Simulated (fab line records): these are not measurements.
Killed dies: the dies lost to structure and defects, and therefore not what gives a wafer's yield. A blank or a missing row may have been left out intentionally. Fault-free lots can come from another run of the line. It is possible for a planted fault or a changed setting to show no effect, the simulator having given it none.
Which tool is to blame? + flow gf180mcu + 21 wafers from 7 lots sampled at 2 of the route's 602 steps

WHAT THE GAUGES READ, wafer by wafer
GF_DUAL_GATE_OVL_MEAS_11.
| lot  | measured     | on         | DUAL_GATE_OVL (nm) |
|------|--------------|------------|--------------------|
| L831 | day 8 12:32  | overlay-02 | -2.0 -2.1 -2.5     |
| L835 | day 9 19:29  | overlay-02 | - - -              |
| L842 | day 11 17:49 | overlay-02 | 1.5 0.3 1.5        |
| L845 | day 12 17:40 | overlay-01 | 2.1 1.0 0.7        |
| L847 | day 13 07:40 | overlay-01 | -1.3 -0.5 -3.0     |
| L851 | day 14 08:56 | overlay-01 | 1.6 1.3 -0.6       |
| L853 | day 15 01:23 | overlay-02 | -1.7 -2.2 -2.3     |

TOOL THAT RAN EACH LOT (tool first, then ch and the chambers of the sampled wafers, then the start)
| lot  | GF_DUAL_GATE_COAT_06              |
|------|-----------------------------------|
| L831 | litho_track-02 ch 0, day 8 03:52  |
| L835 | litho_track-02, day 9 10:43       |
| L842 | litho_track-03 ch 0, day 11 08:32 |
| L845 | litho_track-01 ch 0, day 12 07:50 |
| L847 | litho_track-01 ch 0, day 12 21:44 |
| L851 | litho_track-02 ch 0, day 13 22:04 |
| L853 | litho_track-02 ch 0, day 14 14:35 |
- GF_DUAL_GATE_COAT_06: resist thk 1000 nm.

THE ANSWER, worked out from the rows above alone
Rule: the lots themselves supply what counts as usual. The widest of any qualifying gaps counts: lots, ordered by their means at a reading, are off when they make up no more than a third of the lots, leave a main group of 4 or more, and stand apart from it by 3 or more times the standard deviation of that group's means. If all means in a main group match to the digits the tables above print for the reading, that group is not used. A lot without any number at a reading at which 4 lots or more have one is off too. Where the step has rows for the other lots, those lots are counted as sound.
Off: L835, seen at GF_DUAL_GATE_OVL_MEAS_11 (DUAL_GATE_OVL). Without a number there: L835. The main group has a mean of -0.5 nm with a standard deviation of 1.5.
A tool fits if, at a process step before that reading, it ran every lot that is off, and no sound lot after the first of them. The gauges at GF_DUAL_GATE_OVL_MEAS_11 are tried like those tools. None of those tried fits.

WHAT WAS PUT IN BY THE SIMULATOR
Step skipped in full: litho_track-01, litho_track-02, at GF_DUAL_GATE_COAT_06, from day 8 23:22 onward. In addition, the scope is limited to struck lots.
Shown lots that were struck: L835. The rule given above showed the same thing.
